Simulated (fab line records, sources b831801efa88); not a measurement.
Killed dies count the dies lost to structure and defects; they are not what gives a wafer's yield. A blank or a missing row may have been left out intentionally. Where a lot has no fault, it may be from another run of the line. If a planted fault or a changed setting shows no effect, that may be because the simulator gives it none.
A lot that was struck, set against a sound lot || flow sky130 || 32 out of 708 route steps
Sound: wafers L973.2, L973.3, L973.4. Struck: wafers L965.2, L965.3, L965.4. The cause is named last.
Each step with rows lists, per side, the tool, then ch with its chambers, then its first start. Under that, the readings that differ: sound wafers || struck wafers || difference of the means || sigmas: that difference in standard deviations of wafers without a fault.
alike: readings whose means differ by less than 2 such deviations, and words and numbers that are the same on both sides. not compared: withheld readings, readings that some wafer has no value for, bounds like >300 that may hide the same value, and numbers for which the record gives no deviation and whose values overlap.
Wherever a step has rows on one side only, a row that says differs or no value, or a row with sigmas, the two part there. Non-overlapping numbers with no deviation appear without sigmas and do not part them. Lack of a reading on every wafer of one side parts them only where that side has two or more wafers.

SKY_CONTACT_ETCH_18: etches Si3N4 in CHF3/O2, stops on TiN, time 39 s, target depth 75 nm.
  sound on rie-diel-04 ch 2,3; struck on rie-diel-03 ch 1,2,3
  alike: bias-w, chamber-pressure-mTorr, drypump-motor-current-A, oes-product-au, throttle-valve-pct
  not compared: rf-hours-counter-h
then, 4 steps without rows for these wafers: SKY_CONTACT_STRIP_19 (strips in O2/N2); SKY_CONTACT_STRIP_20 (strips in post etch residue remover, time 1200 s); SKY_CONTACT_CLEAN_21 (cleans in IPA, time 180 s); SKY_CONTACT_CLEAN_22 (cleans in O3/DIW).
SKY_CONTACT_SPUTTER_23: material TiN, target thk 20 nm, time 80 s.
  sound: pvd-sputter-03 at day 37 18:10; struck: pvd-sputter-04 at day 36 19:53
  alike: throttle-valve-pct
then, 1 step without rows for these wafers: SKY_CONTACT_CVD_24 (deposits W, target thk 340 nm, time 102.12 s).
SKY_CONTACT_RS_MEAS_25: uses a four-point probe to measure.
  sound: film-metro-03 at day 37 18:22; struck: film-metro-02 at day 36 20:04
  alike: CONTACT_W_RS
SKY_CONTACT_THK_MEAS_26: measures by xrf.
  sound: film-metro-03 at day 37 18:28; struck: film-metro-02 at day 36 20:11
  alike: CONTACT_W_THK
SKY_CONTACT_CMP_27: polishes, stops on SiO2, t overpolish 15 s, target thk 0 nm.
  sound on cmp-01 ch 0,2,3, day 37 18:31; struck on cmp-01 ch 0,2,3, day 36 20:17
  alike: motor-current-A, overpolish-run-s, time-to-endpoint-s
then, 2 steps without rows for these wafers: SKY_METAL1_SPUTTER_00 (material Ti, target thk 15 nm, time 10 s); SKY_METAL1_SPUTTER_01 (material TiN, target thk 20 nm, time 16.7 s).
SKY_METAL1_SPUTTER_02: material AlCu, target thk 250 nm, time 13.3 s.
  sound: pvd-sputter-01 at day 37 18:52; struck: pvd-sputter-03 at day 36 20:35
{"reading": "model.AlCu_of_METAL1_SPUTTER_02.thk-nm (nm)", "sound": "241.4 240.8 241.8", "struck": "352.9 355.8 356.9", "difference": "+113.9", "sigmas": ""}
  alike: throttle-valve-pct
then, 1 step without rows for these wafers: SKY_METAL1_SPUTTER_03 (material Ti, target thk 5 nm, time 3.3 s).
SKY_METAL1_SPUTTER_04: material TiN, target thk 70 nm, time 58.3 s.
  sound: pvd-sputter-01 at day 37 18:55; struck: pvd-sputter-03 at day 36 20:37
  alike: throttle-valve-pct
SKY_METAL1_RS_MEAS_05: uses a four-point probe to measure.
  sound: film-metro-04 at day 37 18:59; struck: film-metro-04 at day 36 20:41
{"reading": "METAL1_ALCU_RS (ohm/sq)", "sound": "0.1312 0.1317 0.1314", "struck": "0.0891 0.0883 0.0881", "difference": -0.0429, "sigmas": -29}
SKY_METAL1_THK_MEAS_06: measures by xrf.
  sound: film-metro-04 at day 37 19:06; struck: film-metro-04 at day 36 20:48
{"reading": "METAL1_ALCU_THK (nm)", "sound": "237.4 238.2 238.0", "struck": "347.8 348.0 347.6", "difference": "+109.9", "sigmas": "+38"}
then, 8 steps without rows for these wafers: SKY_METAL1_DEHYDRATE_07 (time 60 s); SKY_METAL1_HMDS_08 (prime time 60 s); SKY_METAL1_COAT_09 (resist thk 60 nm); SKY_METAL1_COAT_10 (resist thk 450 nm); SKY_METAL1_SOFTBAKE_11 (time 90 s); SKY_METAL1_EXPOSE_12 (exposes mask MM1, target cd 140 nm); SKY_METAL1_PEB_13; SKY_METAL1_DEVELOP_14 (develop time 60 s).
SKY_METAL1_CD_MEAS_15: target cd 140 nm.
  sound: cd-sem-01 at day 38 20:46; struck: cd-sem-02 at day 37 22:34
  alike: cd-nm
SKY_METAL1_OVL_MEAS_16:
  sound: overlay-01 at day 38 20:52; struck: overlay-02 at day 37 22:40
  alike: METAL1_OVL
then, 1 step without rows for these wafers: SKY_METAL1_DESCUM_17 (chemistry O2, time 8 s).
SKY_METAL1_ETCH_18: etches BARC in N2/H2, stops on SiO2, time 45.9 s, target depth 60 nm.
  sound on rie-metal-02 ch 0,1, day 38 20:56; struck on rie-metal-02 ch 0,1, day 37 22:44
  alike: bias-w, chamber-pressure-mTorr, drypump-motor-current-A, oes-product-au, throttle-valve-pct
  not compared: rf-hours-counter-h
SKY_METAL1_METAL_ETCH_19: etches the open film in Cl2/BCl3, stops on SiO2, target depth 360 nm, time 78 s.
  sound on rie-metal-02 ch 0,1, day 38 21:00; struck on rie-metal-02 ch 0,1, day 37 22:48
{"reading": "bias-w (W)", "sound": "48.77 48.40 48.87", "struck": "48.45 48.30 48.41", "difference": -0.29, "sigmas": -2}
{"reading": "oes-product-au (a.u.)", "sound": "0.842 0.841 0.839", "struck": "0.947 0.948 0.945", "difference": "+0.106", "sigmas": "+10"}
  alike: bcl3-flow-sccm, chamber-pressure-mTorr, drypump-motor-current-A, throttle-valve-pct
  not compared: rf-hours-counter-h
then, 1 step without rows for these wafers: SKY_METAL1_STRIP_20 (strips in O2/N2).
-- the record jumps here: 12 days lie between the struck wafers' starts before and after (it left off in module METAL1 and takes up again in module PAD_OPEN, whose first step shown is number 708 of the route) --
SKY_PAD_OPEN_PROBE_99:
  sound: prober-02 at day 50 06:49; struck: prober-02 at day 49 15:20
{"reading": "model.etest.met1.line-ohm-um", "sound": "0.9592 0.9667 0.9618", "struck": "0.6531 0.6111 0.6608", "difference": -0.3209, "sigmas": ""}
{"reading": "model.etest.met1.rs-ohm-sq", "sound": "0.1312 0.1328 0.133", "struck": "0.09013 0.08852 0.08956", "difference": -0.04293, "sigmas": ""}
  not compared: model.etest.met1-comb.leak-log10-a-um

## WHERE THEY PART
At SKY_METAL1_RS_MEAS_05 first; at SKY_METAL1_METAL_ETCH_19 last (within this record only).

WHY: what had been put in by the simulator
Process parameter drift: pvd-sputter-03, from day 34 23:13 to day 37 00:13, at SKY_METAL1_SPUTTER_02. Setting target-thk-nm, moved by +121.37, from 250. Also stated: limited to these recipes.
